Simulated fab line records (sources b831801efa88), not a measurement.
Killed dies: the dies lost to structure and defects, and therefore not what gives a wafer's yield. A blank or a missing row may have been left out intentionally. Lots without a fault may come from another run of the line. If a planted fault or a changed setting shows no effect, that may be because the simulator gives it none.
Which of the tools did it? | flow gf180mcu | 36 wafers from 12 lots sampled at 5 of the route's 602 steps

== WHAT EACH GAUGE READ, for each wafer ==
GF_PASSIVATION_THK_MEAS_01.
lot  | measured     | on            | PASSIVATION_CVD_00_THK (nm)
L412 | day 27 21:34 | film_metro-03 | 1006 1004 1016
L414 | day 28 16:56 | film_metro-04 | 1000 1001 1025
L415 | day 29 04:34 | film_metro-02 | 996 1001 1008
L417 | day 29 21:50 | film_metro-04 | 1007 992 997
L416 | day 29 23:24 | film_metro-03 | 1012 994 1019
L418 | day 31 02:19 | film_metro-03 | 996 1001 1004
L420 | day 31 06:28 | film_metro-03 | 999 1005 1012
L424 | day 32 03:14 | film_metro-03 | 1104 1121 1126
L428 | day 32 22:19 | film_metro-02 | 1102 1101 1120
L431 | day 33 13:53 | film_metro-04 | 993 980 1013
L432 | day 33 15:14 | film_metro-03 | 1004 1002 1023
L434 | day 34 05:07 | film_metro-04 | 985 1018 1004

== EACH LOT AND THE TOOL THAT RAN IT (in order: tool; ch and the chambers of the sampled wafers; start) ==
lot  | GF_V5_CVD_02                    | GF_V5_ETCH_16                      | GF_TOP_METAL_SPUTTER_02      | GF_PASSIVATION_CVD_00
L412 | pecvd-04 ch 0,1, day 26 01:08   | rie_diel-01 ch 1,2,3, day 26 22:45 | pvd_sputter-03, day 27 00:16 | pecvd-01 ch 1,2, day 27 21:28
L414 | pecvd-02 ch 0,2, day 26 22:26   | rie_diel-01 ch 0,1, day 27 19:22   | pvd_sputter-02, day 27 20:54 | pecvd-03 ch 0,1,2, day 28 16:51
L415 | pecvd-02 ch 0,2, day 27 11:11   | rie_diel-03 ch 0,1, day 28 06:53   | pvd_sputter-03, day 28 08:25 | pecvd-04 ch 1,2, day 29 04:29
L417 | pecvd-01 ch 0,2, day 28 04:57   | rie_diel-01 ch 0,2,3, day 29 00:27 | pvd_sputter-04, day 29 01:58 | pecvd-01 ch 0,1,2, day 29 21:46
L416 | pecvd-04 ch 0,1, day 28 07:26   | rie_diel-02 ch 1,3, day 29 02:37   | pvd_sputter-03, day 29 04:07 | pecvd-01 ch 0,1, day 29 23:19
L418 | pecvd-01 ch 0,1, day 29 09:42   | rie_diel-01 ch 1,2,3, day 30 05:03 | pvd_sputter-02, day 30 06:34 | pecvd-04 ch 0,2, day 31 02:10
L420 | pecvd-04 ch 0,1,2, day 29 14:04 | rie_diel-01 ch 0,1, day 30 09:32   | pvd_sputter-02, day 30 11:24 | pecvd-03 ch 0,2, day 31 06:23
L424 | pecvd-02 ch 0,1,2, day 30 12:03 | rie_diel-02 ch 0,2,3, day 31 06:21 | pvd_sputter-02, day 31 08:13 | pecvd-03 ch 0,1,2, day 32 03:08
L428 | pecvd-01 ch 0,1,2, day 31 08:14 | rie_diel-02 ch 0,2,3, day 32 02:30 | pvd_sputter-02, day 32 04:22 | pecvd-03 ch 0,2, day 32 22:14
L431 | pecvd-02 ch 0,1,2, day 32 02:02 | rie_diel-03 ch 0,1,3, day 32 19:09 | pvd_sputter-03, day 32 20:41 | pecvd-01 ch 0,1,2, day 33 13:48
L432 | pecvd-04 ch 0,1, day 32 02:52   | rie_diel-02 ch 1,2, day 32 20:27   | pvd_sputter-02, day 32 21:58 | pecvd-01 ch 1,2, day 33 15:10
L434 | pecvd-04 ch 0,2, day 32 18:22   | rie_diel-02 ch 1,2,3, day 33 10:51 | pvd_sputter-03, day 33 12:47 | pecvd-01 ch 0,2, day 34 05:02
- GF_V5_CVD_02: deposits SiO2 from TEOS, target thk 1450 nm, time 163.28 s.
- GF_V5_ETCH_16: etches BARC in N2/H2.
- GF_TOP_METAL_SPUTTER_02: material AlCu, target thk 900 nm, time 47.82 s.
- GF_PASSIVATION_CVD_00: deposits SiO2 from TEOS, target thk 1000 nm, time 111.95 s.

== WHAT THE TOOLS THEMSELVES READ (means of the sampled wafers that have a number; where no wafer has one, the mark that the record gives instead) ==
GF_V5_CVD_02.
lot  | tool     | heater_power_w (W) | rf_fwd_power_W (W)
L412 | pecvd-04 | 629                | 596.3
L414 | pecvd-02 | 632                | 594.5
L415 | pecvd-02 | 629                | 597.1
L417 | pecvd-01 | 685                | 595.2
L416 | pecvd-04 | 646                | 596.6
L418 | pecvd-01 | 743                | 596.4
L420 | pecvd-04 | 656                | 596.9
L424 | pecvd-02 | 632                | 596.6
L428 | pecvd-01 | 672                | 597.9
L431 | pecvd-02 | 679                | 598.0
L432 | pecvd-04 | 582                | 599.3
L434 | pecvd-04 | 651                | 600.0

GF_V5_ETCH_16.
lot  | tool        | drypump_motor_current_A (A) | oes_product_au (a.u.) | throttle_valve_pct (%)
L412 | rie_diel-01 | 5.7                         | 0.855                 | 13.223
L414 | rie_diel-01 | 5.8                         | 0.855                 | 13.218
L415 | rie_diel-03 | 6.4                         | 0.855                 | 13.224
L417 | rie_diel-01 | 5.8                         | 0.851                 | 13.231
L416 | rie_diel-02 | 5.8                         | 0.860                 | 13.221
L418 | rie_diel-01 | 5.7                         | 0.853                 | 13.226
L420 | rie_diel-01 | 5.8                         | 0.860                 | 13.221
L424 | rie_diel-02 | 5.8                         | 0.857                 | 13.230
L428 | rie_diel-02 | 5.8                         | 0.857                 | 13.233
L431 | rie_diel-03 | 6.1                         | 0.857                 | 13.221
L432 | rie_diel-02 | 6.1                         | 0.848                 | 13.230
L434 | rie_diel-02 | 5.9                         | 0.856                 | 13.232

GF_TOP_METAL_SPUTTER_02.
lot  | tool           | throttle_valve_pct (%)
L412 | pvd_sputter-03 | 30.9
L414 | pvd_sputter-02 | 30.6
L415 | pvd_sputter-03 | 30.5
L417 | pvd_sputter-04 | 30.1
L416 | pvd_sputter-03 | 30.0
L418 | pvd_sputter-02 | 30.9
L420 | pvd_sputter-02 | 30.9
L424 | pvd_sputter-02 | 31.0
L428 | pvd_sputter-02 | 30.3
L431 | pvd_sputter-03 | 30.7
L432 | pvd_sputter-02 | 31.4
L434 | pvd_sputter-03 | 30.4

GF_PASSIVATION_CVD_00.
lot  | tool     | heater_power_w (W) | rf_fwd_power_W (W)
L412 | pecvd-01 | 774                | 595.0
L414 | pecvd-03 | 592                | 597.0
L415 | pecvd-04 | 703                | 596.1
L417 | pecvd-01 | 691                | 595.6
L416 | pecvd-01 | 736                | 594.0
L418 | pecvd-04 | 710                | 598.3
L420 | pecvd-03 | 635                | 594.5
L424 | pecvd-03 | 573                | 836.0
L428 | pecvd-03 | 574                | 834.9
L431 | pecvd-01 | 685                | 597.4
L432 | pecvd-01 | 794                | 596.4
L434 | pecvd-01 | 646                | 597.0

== THE ANSWER, worked out from the rows above alone ==
Rule: what is usual is taken from the lots themselves. Put in order of their means at a reading, lots are off if they are a third of the lots or fewer, leave a main group of 4 or more, and stand apart from it by a gap of 3 or more times the standard deviation of the main group's means; of several such gaps the widest counts. The tables above print the reading to a certain number of digits; a main group whose means all agree to those digits is not used. A lot without any number at a reading at which 4 lots or more have one is off too. Any other lot the step has rows for is counted as sound. After the gauges, taken in route order, come the tools' own readings; for these a lot's mean is taken, as printed above. At the first step where some lot is off, the reading lying furthest off is the one used; lots without a number count as furthest.
Off: L424, L428, seen at GF_PASSIVATION_THK_MEAS_01 (PASSIVATION_CVD_00_THK). The main group: mean 1004 nm, standard deviation 4.7.
A tool fits if, at a process step before that reading, it ran every lot that is off, and no sound lot after the first of them. Not tried: the gauges at GF_PASSIVATION_THK_MEAS_01; whatever is off there is also off at GF_PASSIVATION_CVD_00, on other tools, and gauge error can't account for it. One candidate fits, namely pecvd-03 at GF_PASSIVATION_CVD_00. Its last sound lot is L420 (day 31 06:23), its first lot that is off L424 (day 32 03:08): a fault that began between those two fits.
On the lots that are off, the tool's own readings at GF_PASSIVATION_CVD_00 differ by more than 5 times the standard deviation of the sound lots' means, which bears it out; rf_fwd_power_W reads 835.5 W there versus 596.1 W on the sound lots.

== WHAT THE SIMULATOR HAD INSERTED ==
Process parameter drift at GF_PASSIVATION_CVD_00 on pecvd-03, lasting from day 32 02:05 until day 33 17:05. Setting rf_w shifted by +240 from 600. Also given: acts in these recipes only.
Lots struck among those shown: L424, L428. This agrees with what the rule above found.
